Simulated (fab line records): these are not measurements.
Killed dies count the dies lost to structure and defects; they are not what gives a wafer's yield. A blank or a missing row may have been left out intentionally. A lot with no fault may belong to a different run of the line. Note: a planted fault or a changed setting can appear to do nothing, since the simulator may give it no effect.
fab line records	flow gf180mcu
record: lots: 24	wafers: 72	lastDay: 34
route steps=602 shown CONTACT@291 V2@408 V3@443 MIM@511 M5@533 TOP_METAL@582
lots untouched by any fault: they come from a run of this same line in which no faults occurred
startH: hours from the record's opening day to when the first of the lot's shown wafers began	waitH: hours since the lot's step before	" the same as in the row above	L1.1+2: one row covering several wafers at once	- no value present, or no start provided	* or withheld: withheld	< > ~ a bound
route shown NAME@n: NAME is a module with steps in the file, n the number in the route of the first one	usual: average and standard deviation across the fault-free wafers	same: alike in all rows	chamber/n: place in a boat	sites: per-site readings	_std_site: the standard deviation of these	_edge_site: inner sites' mean taken away from outer sites' mean	radiusMm: for every site, how far away it sits from the centre of the wafer	mask NAME#n: copy n	behind: the tool/chamber that last shaped the wafer	hold: why the lot was held/for how many hours/how that ended	device: whichever transistor did not switch (one of n, p or np)	end of line: the route-end tests of the same wafers	for a step that has no rows: nothing shown but its recipe	killed: dies lost to structure and defects at the first sort, not the wafer's yield	map: dies across one wafer; x = killed, . = not, _ = none there
set.NAME: the setting the step ran with; set.NAME@STEP: the setting that earlier step ran with	model.NAME: the simulator's own value behind a step, which no gauge read
the route's steps for a sample of lots (tables are steps, rows are wafers)
services: a tool's chamber out of use, with start hour (startH, from the record's first day; less than 0 if before it), hours out, and reason
== steps ==
step: GF_CONTACT_CMP_04
recipe: material: SiO2	downForcePsi: 4	platenRpm: 60	padVelocityMS: 0.94248
usual: motorCurrentA: 12.5/0.85	platenRpm: 60.00/0.043	slurryFilterDpKPa: 13.51/0.14	timeToEndpointS: 109/6.2
lot.wafer	tool	chamber	startH	waitH	motorCurrentA	platenRpm	slurryFilterDpKPa	timeToEndpointS
L074.1	cmp-02	2	340.67	0.1	11.8	59.94	13.27	106
L074.2	"	0	"	"	12.4	60.08	13.61	113
L074.5	"	3	"	"	12.9	60.03	13.55	118
L075.4	cmp-01	2	345.03	0.0	12.4	59.97	13.54	107
L075.1	"	0	"	"	12.0	60.06	13.43	103
L075.6	"	3	"	"	12.5	59.98	13.60	112
L076.4	cmp-02	3	349.16	0.0	14.1	60.01	13.49	116
L076.3	"	1	"	"	13.9	60.00	13.63	103
L076.5	"	3	"	"	13.5	60.03	13.58	115
L077.3	cmp-02	2	364.14	0.2	12.8	60.08	13.39	111
L077.6	"	3	"	"	13.4	60.07	13.49	119
L077.5	"	0	"	"	12.4	60.04	13.64	116
L078.1	cmp-01	0	377.08	0.2	12.2	60.03	13.40	95
L078.6	"	1	"	"	10.6	59.98	13.56	100
L078.5	"	2	"	"	13.0	59.99	13.76	105
L079.4	cmp-01	3	383.33	0.1	12.4	59.94	13.37	110
L079.2	"	0	"	"	12.1	59.98	13.37	104
L079.5	"	2	"	"	13.3	60.05	13.64	103
L080.2	cmp-02	2	388.56	0.2	12.2	59.94	13.33	112
L080.4	"	1	"	"	12.8	59.96	13.40	115
L080.5	"	3	"	"	13.0	60.02	13.47	114
L081.3	cmp-02	1	403.61	0.1	12.6	60.01	13.77	119
L081.4	"	2	"	"	12.3	59.98	13.52	129
L081.5	"	1	"	"	12.4	60.00	13.19	121
L082.4	cmp-01	0	409.81	0.0	12.2	60.02	13.58	111
L082.3	"	1	"	"	10.9	59.96	13.57	96
L082.6	"	1	"	"	10.9	60.03	13.81	105
L083.1	cmp-02	2	418.81	0.1	12.0	60.01	13.45	113
L083.4	"	3	"	"	14.1	60.08	13.35	119
L083.6	"	1	"	"	13.0	59.93	13.56	117
L084.4	cmp-02	1	429.08	0.0	12.8	59.96	13.55	107
L084.1	"	3	"	"	13.7	60.07	13.63	107
L084.6	"	1	"	"	13.0	59.91	13.61	115
L085.2	cmp-02	0	439.31	0.1	12.7	59.94	13.69	106
L085.6	"	2	"	"	12.3	60.02	13.59	107
L085.5	"	3	"	"	13.4	60.02	13.67	112
L086.4	cmp-01	1	445.46	0.2	10.7	60.01	13.44	110
L086.2	"	3	"	"	11.9	60.00	13.54	107
L086.6	"	2	"	"	12.9	60.01	13.24	108
L087.4	cmp-02	2	454.56	0.0	12.5	59.95	13.54	111
L087.2	"	3	"	"	13.2	59.99	13.43	111
L087.5	"	2	"	"	12.4	60.02	13.63	111
L088.3	cmp-02	3	460.18	0.0	13.5	59.99	13.46	109
L088.1	"	2	"	"	11.6	60.04	13.70	108
L088.6	"	3	"	"	13.8	59.97	13.53	113
L089.3	cmp-02	0	467.66	0.1	12.5	59.96	13.52	116
L089.2	"	2	"	"	11.7	60.03	13.48	109
L089.5	"	0	"	"	12.8	59.96	13.66	119
L090.1	cmp-02	3	478.89	0.1	13.5	60.05	13.55	108
L090.3	"	1	"	"	13.2	60.04	13.64	100
L090.6	"	2	"	"	11.7	59.99	13.45	104
L091.4	cmp-01	1	488.53	0.0	10.9	59.95	13.51	108
L091.3	"	2	"	"	14.3	59.97	13.69	107
L091.5	"	2	"	"	13.4	60.01	13.59	108
L092.3	cmp-01	0	511.28	0.1	12.3	60.01	13.43	102
L092.1	"	1	"	"	10.7	60.02	13.43	104
L092.6	"	0	"	"	12.0	60.00	13.33	112
L093.2	cmp-02	3	519.62	0.0	13.7	60.00	13.56	108
L093.3	"	0	"	"	12.1	59.95	13.48	106
L093.1	"	2	"	"	11.5	59.88	13.28	109
L094.2	cmp-01	0	522.66	0.1	12.9	59.99	13.40	101
L094.1	"	1	"	"	10.8	60.08	13.50	108
L094.3	"	2	"	"	13.3	60.06	13.32	105
L095.4	cmp-01	2	527.59	0.1	13.7	59.97	13.61	103
L095.5	"	0	"	"	11.9	60.09	13.58	104
L095.6	"	1	"	"	11.1	60.03	13.34	99
L096.1	cmp-01	1	531.17	0.1	10.4	60.01	13.16	101
L096.6	"	0	"	"	12.3	59.96	13.60	107
L096.5	"	1	"	"	11.0	59.92	13.39	107
L097.4	cmp-01	0	538.61	0.0	12.2	59.99	13.63	115
L097.1	"	1	"	"	11.2	59.99	13.48	103
L097.3	"	3	"	"	12.2	59.99	13.46	104
step: GF_V2_CMP_26
recipe: stopOn: SiO2	downForcePsi: 3.5	platenRpm: 60	tOverpolishS: 15	targetThkNm: 0	padVelocityMS: 0.94248
usual: motorCurrentA: 11.3/0.8	overpolishRunS: 15.000/0.0087	platenRpm: 60.00/0.041	slurryFilterDpKPa: 13.48/0.14	timeToEndpointS: 86/3.2
same: tOverpolishS: 15
lot.wafer	tool	chamber	startH	waitH	motorCurrentA	overpolishRunS	platenRpm	slurryFilterDpKPa	timeToEndpointS
L074.2	cmp-02	1	464.03	0.0	11.8	14.999	59.93	13.37	89
L074.1	"	0	"	"	11.4	14.995	60.00	13.55	91
L074.5	"	1	"	"	11.8	14.997	59.97	13.42	87
L075.4	cmp-01	0	467.92	0.0	11.8	14.991	59.97	13.51	86
L075.1	"	3	"	"	11.2	14.985	59.92	13.63	86
L075.6	"	1	"	"	10.1	15.006	60.11	13.44	83
L076.3	cmp-01	0	474.45	0.0	11.4	15.004	60.01	13.43	80
L076.4	"	1	"	"	10.3	15.001	60.05	13.46	77
L076.5	"	1	"	"	10.0	14.997	60.02	13.29	81
L077.3	cmp-01	0	491.23	0.0	11.0	15.004	59.96	13.43	84
L077.5	"	0	"	"	11.1	15.000	59.99	13.50	86
L077.6	"	1	"	"	9.9	14.991	59.94	13.54	82
L078.1	cmp-02	3	502.69	0.1	12.3	14.994	60.10	13.31	87
L078.6	"	3	"	"	12.6	14.997	60.05	13.34	84
L078.5	"	0	"	"	11.0	14.989	60.03	13.38	89
L079.4	cmp-02	3	511.63	0.1	12.3	15.002	60.01	13.64	86
L079.2	"	0	"	"	11.1	14.999	60.03	13.57	91
L079.5	"	1	"	"	12.6	15.001	59.99	13.35	85
L080.4	cmp-02	1	515.57	0.0	11.7	15.000	60.02	13.51	85
L080.2	"	2	"	"	10.7	15.002	60.03	13.45	87
L080.5	"	2	"	"	11.3	14.998	60.00	13.87	90
L081.3	cmp-01	2	536.82	0.1	12.2	15.010	59.95	13.33	90
L081.4	"	3	"	"	11.4	14.996	59.99	13.34	89
L081.5	"	1	"	"	9.3	15.006	60.09	13.54	84
L082.3	cmp-01	3	537.46	0.1	11.0	14.994	59.97	13.64	84
L082.4	"	0	"	"	11.6	15.003	59.98	13.63	85
L082.6	"	2	"	"	11.5	14.995	59.94	13.59	85
L083.1	cmp-01	0	544.92	0.1	11.7	14.984	59.95	13.45	84
L083.4	"	1	"	"	10.2	15.002	60.01	13.47	84
L083.6	"	3	"	"	10.1	15.004	59.91	13.57	90
L084.4	cmp-01	1	553.73	0.0	9.6	14.980	60.03	13.58	85
L084.1	"	3	"	"	11.3	14.990	60.01	13.34	89
L084.6	"	1	"	"	9.5	14.999	60.01	13.53	85
L085.2	cmp-02	0	563.10	0.0	10.9	14.999	60.05	13.28	82
L085.6	"	0	"	"	11.1	14.991	60.07	13.46	82
L085.5	"	1	"	"	11.8	15.008	60.04	13.37	82
L086.2	cmp-01	3	569.75	0.0	10.7	15.004	59.98	13.21	90
L086.4	"	1	"	"	10.0	15.014	60.13	13.26	87
L086.6	"	0	"	"	10.9	15.001	59.93	13.56	85
L087.4	cmp-02	3	577.07	0.0	12.3	15.007	60.04	13.72	95
L087.2	"	0	"	"	11.0	14.990	60.00	13.62	90
L087.5	"	0	"	"	11.6	14.994	59.99	13.57	89
L088.3	cmp-02	3	582.03	0.0	12.8	14.989	60.05	13.39	84
L088.1	"	2	"	"	11.3	15.001	59.98	13.62	82
L088.6	"	0	"	"	11.9	15.010	60.06	13.44	88
L089.2	cmp-02	1	588.06	0.0	11.5	15.009	60.00	13.44	90
L089.3	"	0	"	"	11.0	14.999	59.99	13.62	89
L089.5	"	2	"	"	10.7	15.009	59.89	13.46	89
L090.3	cmp-02	1	595.95	0.1	11.7	14.996	60.01	13.31	86
L090.1	"	2	"	"	10.9	14.999	59.97	13.59	87
L090.6	"	0	"	"	11.2	15.004	59.94	13.40	89
L091.3	cmp-02	1	607.55	0.1	12.0	15.002	59.97	13.52	85
L091.4	"	2	"	"	10.9	15.001	60.01	13.25	87
L091.5	"	3	"	"	12.2	14.999	60.05	13.69	85
L092.3	cmp-02	2	626.45	0.0	10.8	15.015	59.97	13.48	87
L092.1	"	0	"	"	11.6	15.005	60.01	13.25	84
L092.6	"	3	"	"	13.4	14.977	60.01	13.66	85
L093.3	cmp-01	0	636.01	0.1	11.0	15.009	60.06	13.27	89
L093.1	"	1	"	"	9.8	14.989	59.94	13.70	89
L093.2	"	2	"	"	12.0	14.997	60.01	13.44	95
L094.3	cmp-01	0	637.37	0.0	11.1	14.997	60.00	13.54	88
L094.1	"	1	"	"	10.3	14.990	60.00	13.50	85
L094.2	"	3	"	"	11.9	15.015	60.01	13.43	91
L095.4	cmp-01	1	640.93	0.1	10.0	14.989	59.97	13.70	86
L095.6	"	0	"	"	11.0	14.997	60.01	13.57	85
L095.5	"	1	"	"	9.9	15.002	59.93	13.40	83
L096.1	cmp-02	1	645.38	0.2	11.0	15.007	59.97	13.55	83
L096.6	"	2	"	"	10.3	14.998	60.01	13.73	87
L096.5	"	3	"	"	12.5	14.993	59.94	13.37	89
L097.3	cmp-01	2	650.06	0.0	11.7	15.000	59.99	13.57	86
L097.1	"	0	"	"	11.2	14.989	59.95	13.61	86
L097.4	"	1	"	"	10.2	14.989	60.04	13.52	82
step: GF_V3_CD_MEAS_14
recipe: targetCdNm: 260
usual: cdNm: 260.3/0.93
lot.wafer	tool	chamber	startH	waitH	cdNm
L074.1	cdSem-01	-	513.44	0.1	261.4
L074.2	"	-	"	"	261.6
L074.5	"	-	"	"	261.9
L075.1	cdSem-01	-	516.34	0.1	261.5
L075.4	"	-	"	"	259.5
L075.6	"	-	"	"	259.7
L076.3	cdSem-01	-	522.86	0.1	260.9
L076.4	"	-	"	"	260.6
L076.5	"	-	"	"	259.7
L077.3	cdSem-02	-	538.86	0.1	258.8
L077.5	"	-	"	"	260.0
L077.6	"	-	"	"	259.7
L078.1	cdSem-02	-	549.52	0.1	259.5
L078.5	"	-	"	"	259.0
L078.6	"	-	"	"	260.0
L079.2	cdSem-01	-	558.38	0.1	260.8
L079.4	"	-	"	"	259.6
L079.5	"	-	"	"	261.0
L080.2	cdSem-02	-	562.26	0.1	260.9
L080.4	"	-	"	"	259.8
L080.5	"	-	"	"	261.0
L081.3	cdSem-02	-	582.73	0.1	260.5
L081.4	"	-	"	"	261.6
L081.5	"	-	"	"	260.9
L082.3	cdSem-01	-	582.91	0.1	260.5
L082.4	"	-	"	"	260.5
L082.6	"	-	"	"	259.7
L083.1	cdSem-01	-	590.47	0.1	260.8
L083.4	"	-	"	"	261.1
L083.6	"	-	"	"	260.4
L084.1	cdSem-02	-	598.07	0.1	260.0
L084.4	"	-	"	"	259.6
L084.6	"	-	"	"	260.0
L085.2	cdSem-01	-	607.21	0.1	259.4
L085.5	"	-	"	"	260.1
L085.6	"	-	"	"	258.4
L086.2	cdSem-01	-	613.54	0.1	261.1
L086.4	"	-	"	"	261.8
L086.6	"	-	"	"	262.4
L087.2	cdSem-01	-	620.46	0.1	260.6
L087.4	"	-	"	"	260.5
L087.5	"	-	"	"	261.6
L088.1	cdSem-02	-	625.57	0.1	262.1
L088.3	"	-	"	"	261.0
L088.6	"	-	"	"	260.3
L089.2	cdSem-02	-	631.49	0.1	259.7
L089.3	"	-	"	"	261.6
L089.5	"	-	"	"	260.4
L090.1	cdSem-02	-	639.19	0.1	260.2
L090.3	"	-	"	"	259.7
L090.6	"	-	"	"	260.5
L091.3	cdSem-02	-	649.94	0.1	258.9
L091.4	"	-	"	"	259.8
L091.5	"	-	"	"	260.2
L092.1	cdSem-01	-	667.37	0.1	262.9
L092.3	"	-	"	"	261.3
L092.6	"	-	"	"	260.3
L093.1	cdSem-02	-	676.02	0.1	259.4
L093.2	"	-	"	"	258.5
L093.3	"	-	"	"	258.8
L094.1	cdSem-01	-	678.29	0.1	258.6
L094.2	"	-	"	"	258.4
L094.3	"	-	"	"	260.0
L095.4	cdSem-02	-	681.76	0.1	259.6
L095.5	"	-	"	"	259.9
L095.6	"	-	"	"	260.2
L096.1	cdSem-01	-	684.90	0.1	260.1
L096.5	"	-	"	"	259.0
L096.6	"	-	"	"	259.7
L097.1	cdSem-01	-	690.07	0.1	259.8
L097.3	"	-	"	"	261.2
L097.4	"	-	"	"	260.2
step: GF_MIM_SPUTTER_08
recipe: material: AlCu	targetThkNm: 200	powerW: 10600	timeS: 10.6	chamberPressurePa: 0.4
usual: throttleValvePct: 29.5/1.1
lot.wafer	tool	chamber	startH	waitH	throttleValvePct
L074.1	pvdSputter-01	-	562.83	0.0	28.7
L074.2	"	-	"	"	27.7
L074.5	"	-	"	"	28.7
L075.1	pvdSputter-02	-	566.33	0.0	31.1
L075.4	"	-	"	"	29.6
L075.6	"	-	"	"	29.7
L076.3	pvdSputter-03	-	570.98	0.0	31.6
L076.4	"	-	"	"	29.5
L076.5	"	-	"	"	29.6
L077.3	pvdSputter-01	-	588.29	0.0	30.4
L077.5	"	-	"	"	27.3
L077.6	"	-	"	"	28.6
L078.1	pvdSputter-02	-	596.30	0.0	29.4
L078.5	"	-	"	"	29.7
L078.6	"	-	"	"	30.3
L079.2	pvdSputter-03	-	605.41	0.0	30.0
L079.4	"	-	"	"	31.3
L079.5	"	-	"	"	31.4
L080.2	pvdSputter-02	-	610.17	0.0	30.2
L080.4	"	-	"	"	31.6
L080.5	"	-	"	"	31.5
L081.3	pvdSputter-03	-	628.80	0.0	30.0
L081.4	"	-	"	"	28.3
L081.5	"	-	"	"	29.4
L082.3	pvdSputter-03	-	629.75	0.0	30.2
L082.4	"	-	"	"	31.3
L082.6	"	-	"	"	28.2
L083.1	pvdSputter-01	-	636.91	0.0	30.6
L083.4	"	-	"	"	27.3
L083.6	"	-	"	"	30.4
L084.1	pvdSputter-02	-	643.97	0.0	31.6
L084.4	"	-	"	"	30.0
L084.6	"	-	"	"	29.4
L085.2	pvdSputter-01	-	652.82	0.0	27.7
L085.5	"	-	"	"	28.7
L085.6	"	-	"	"	30.3
L086.2	pvdSputter-01	-	658.01	0.0	28.6
L086.4	"	-	"	"	27.9
L086.6	"	-	"	"	30.4
L087.2	pvdSputter-02	-	664.40	0.0	30.3
L087.4	"	-	"	"	29.4
L087.5	"	-	"	"	30.3
L088.1	pvdSputter-01	-	670.47	0.0	28.8
L088.3	"	-	"	"	30.2
L088.6	"	-	"	"	27.7
L089.2	pvdSputter-02	-	675.79	0.0	31.3
L089.3	"	-	"	"	29.5
L089.5	"	-	"	"	29.6
L090.1	pvdSputter-02	-	681.60	0.0	29.7
L090.3	"	-	"	"	30.2
L090.6	"	-	"	"	30.4
L091.3	pvdSputter-01	-	701.33	0.0	28.8
L091.4	"	-	"	"	28.4
L091.5	"	-	"	"	30.3
L092.1	pvdSputter-01	-	709.76	0.0	27.6
L092.3	"	-	"	"	30.3
L092.6	"	-	"	"	27.6
L093.1	pvdSputter-03	-	717.80	0.0	31.3
L093.2	"	-	"	"	29.9
L093.3	"	-	"	"	29.9
L094.1	pvdSputter-03	-	719.95	0.0	29.6
L094.2	"	-	"	"	31.6
L094.3	"	-	"	"	28.0
L095.4	pvdSputter-03	-	723.95	0.0	31.3
L095.5	"	-	"	"	28.2
L095.6	"	-	"	"	31.5
L096.1	pvdSputter-03	-	726.87	0.0	28.2
L096.5	"	-	"	"	29.6
L096.6	"	-	"	"	30.1
L097.1	pvdSputter-01	-	730.65	0.0	28.6
L097.3	"	-	"	"	27.7
L097.4	"	-	"	"	30.4
step: GF_M5_CD_MEAS_07
recipe: targetCdNm: 280
usual: cdNm: 279.8/1.3
lot.wafer	tool	chamber	startH	waitH	cdNm
L074.1	cdSem-02	-	604.76	0.1	279.8
L074.2	"	-	"	"	281.1
L074.5	"	-	"	"	280.4
L075.1	cdSem-02	-	608.44	0.1	280.5
L075.4	"	-	"	"	280.3
L075.6	"	-	"	"	280.2
L076.3	cdSem-01	-	613.21	0.1	279.6
L076.4	"	-	"	"	278.7
L076.5	"	-	"	"	279.3
L077.3	cdSem-01	-	629.69	0.1	280.5
L077.5	"	-	"	"	278.9
L077.6	"	-	"	"	280.9
L078.1	cdSem-01	-	637.67	0.1	277.6
L078.5	"	-	"	"	279.2
L078.6	"	-	"	"	278.0
L079.2	cdSem-01	-	645.64	0.1	277.5
L079.4	"	-	"	"	279.0
L079.5	"	-	"	"	279.6
L080.2	cdSem-02	-	651.47	0.1	280.4
L080.4	"	-	"	"	280.4
L080.5	"	-	"	"	281.1
L081.3	cdSem-01	-	668.34	0.1	278.3
L081.4	"	-	"	"	278.4
L081.5	"	-	"	"	278.9
L082.3	cdSem-02	-	669.78	0.1	278.8
L082.4	"	-	"	"	279.2
L082.6	"	-	"	"	278.1
L083.1	cdSem-02	-	676.74	0.1	278.3
L083.4	"	-	"	"	277.7
L083.6	"	-	"	"	278.8
L084.1	cdSem-02	-	682.17	0.1	280.7
L084.4	"	-	"	"	280.4
L084.6	"	-	"	"	281.6
L085.2	cdSem-02	-	690.85	0.1	278.7
L085.5	"	-	"	"	277.9
L085.6	"	-	"	"	278.1
L086.2	cdSem-01	-	695.52	0.1	281.7
L086.4	"	-	"	"	279.9
L086.6	"	-	"	"	280.6
L087.2	cdSem-01	-	701.20	0.1	279.7
L087.4	"	-	"	"	278.7
L087.5	"	-	"	"	279.2
L088.1	cdSem-01	-	707.95	0.1	281.1
L088.3	"	-	"	"	282.2
L088.6	"	-	"	"	281.4
L089.2	cdSem-02	-	712.17	0.1	280.3
L089.3	"	-	"	"	279.3
L089.5	"	-	"	"	279.0
L090.1	cdSem-02	-	718.40	0.1	280.8
L090.3	"	-	"	"	279.4
L090.6	"	-	"	"	279.1
L091.3	cdSem-02	-	736.54	0.1	280.5
L091.4	"	-	"	"	281.2
L091.5	"	-	"	"	278.9
L092.1	cdSem-02	-	745.28	0.2	279.6
L092.3	"	-	"	"	281.0
L092.6	"	-	"	"	278.5
L093.1	cdSem-02	-	751.58	0.1	282.3
L093.2	"	-	"	"	283.8
L093.3	"	-	"	"	282.1
L094.1	cdSem-01	-	753.62	0.1	281.3
L094.2	"	-	"	"	280.5
L094.3	"	-	"	"	279.7
L095.4	cdSem-02	-	757.98	0.1	280.0
L095.5	"	-	"	"	280.4
L095.6	"	-	"	"	279.6
L096.1	cdSem-01	-	761.00	0.1	280.1
L096.5	"	-	"	"	279.4
L096.6	"	-	"	"	280.7
L097.1	cdSem-01	-	764.77	0.1	281.2
L097.3	"	-	"	"	281.4
L097.4	"	-	"	"	280.7
step: GF_TOP_METAL_OVL_MEAS_15
usual: TOP_METAL_OVL: -0.2/1.3
lot.wafer	tool	chamber	startH	waitH	TOP_METAL_OVL[nm]
L074.1	overlay-02	-	648.81	0.1	-1.9
L074.2	"	-	"	"	-1.3
L074.5	"	-	"	"	-2.3
L075.1	overlay-02	-	651.93	0.1	-1.4
L075.4	"	-	"	"	-4.6
L075.6	"	-	"	"	-1.0
L076.3	overlay-01	-	655.79	0.1	0.0
L076.4	"	-	"	"	0.6
L076.5	"	-	"	"	0.6
L077.3	overlay-01	-	671.56	0.1	-0.2
L077.5	"	-	"	"	1.7
L077.6	"	-	"	"	0.3
L078.1	overlay-02	-	678.71	0.1	-1.1
L078.5	"	-	"	"	1.1
L078.6	"	-	"	"	0.4
L079.2	overlay-02	-	685.93	0.1	-0.7
L079.4	"	-	"	"	-0.9
L079.5	"	-	"	"	-1.4
L080.2	overlay-01	-	692.51	0.1	-1.7
L080.4	"	-	"	"	1.8
L080.5	"	-	"	"	2.5
L081.3	overlay-02	-	709.34	0.1	0.3
L081.4	"	-	"	"	3.9
L081.5	"	-	"	"	1.1
L082.3	overlay-01	-	709.99	0.1	-0.3
L082.4	"	-	"	"	0.5
L082.6	"	-	"	"	-2.2
L083.1	overlay-01	-	717.68	0.1	0.2
L083.4	"	-	"	"	-1.2
L083.6	"	-	"	"	-0.2
L084.1	overlay-02	-	723.17	0.1	-2.1
L084.4	"	-	"	"	-1.4
L084.6	"	-	"	"	-0.8
L085.2	overlay-01	-	730.38	0.1	0.7
L085.5	"	-	"	"	-0.2
L085.6	"	-	"	"	-0.8
L086.2	overlay-02	-	734.98	0.1	-1.5
L086.4	"	-	"	"	-1.0
L086.6	"	-	"	"	0.7
L087.2	overlay-02	-	739.03	0.1	0.2
L087.4	"	-	"	"	1.2
L087.5	"	-	"	"	0.5
L088.1	overlay-01	-	745.28	0.1	-0.8
L088.3	"	-	"	"	-1.1
L088.6	"	-	"	"	1.2
L089.2	overlay-02	-	750.41	0.1	0.3
L089.3	"	-	"	"	0.7
L089.5	"	-	"	"	-1.3
L090.1	overlay-02	-	755.22	0.1	1.5
L090.3	"	-	"	"	1.1
L090.6	"	-	"	"	-0.2
L091.3	overlay-01	-	772.44	0.1	0.5
L091.4	"	-	"	"	1.5
L091.5	"	-	"	"	2.0
L092.1	overlay-02	-	780.43	0.1	0.0
L092.3	"	-	"	"	-1.1
L092.6	"	-	"	"	-1.5
L093.1	overlay-01	-	786.60	0.1	-2.1
L093.2	"	-	"	"	0.2
L093.3	"	-	"	"	-0.7
L094.1	overlay-02	-	789.12	0.1	-0.3
L094.2	"	-	"	"	0.3
L094.3	"	-	"	"	-0.7
L095.4	overlay-02	-	792.57	0.1	0.6
L095.5	"	-	"	"	-1.7
L095.6	"	-	"	"	-2.7
L096.1	overlay-02	-	795.37	0.1	2.2
L096.5	"	-	"	"	1.5
L096.6	"	-	"	"	0.5
L097.1	overlay-01	-	798.97	0.1	0.4
L097.3	"	-	"	"	0.5
L097.4	"	-	"	"	0.2
== services ==
tool	chamber	startH	hours	kind
cmp-01	-	326.31	1.0	repair
cmp-01	-	334.03	0.3	repair
pvdSputter-03	-	393.39	8.6	repair
pvdSputter-01	-	401.74	0.9	repair
pvdSputter-03	-	402.74	4.4	repair
cmp-02	-	406.22	4.0	pm
cmp-02	-	427.36	0.7	repair
cmp-02	-	442.30	3.8	repair
cmp-02	-	522.22	7.6	pm
pvdSputter-01	-	528.28	6.5	repair
cmp-02	-	535.41	19.0	repair
pvdSputter-03	-	546.44	6.0	repair
cmp-02	-	550.18	1.1	repair
cmp-01	-	572.00	4.0	pm
cmp-02	-	581.44	0.4	repair
cmp-01	-	584.83	5.0	pm
cmp-01	-	591.09	1.4	repair
cmp-01	-	591.72	1.3	repair
pvdSputter-01	-	638.24	4.0	repair
pvdSputter-01	-	654.93	2.8	repair
cmp-02	-	667.54	19.2	pm
cmp-01	-	681.93	2.2	repair
pvdSputter-01	-	712.39	2.3	repair
cmp-02	-	716.62	7.7	pm
== key ==
fault none
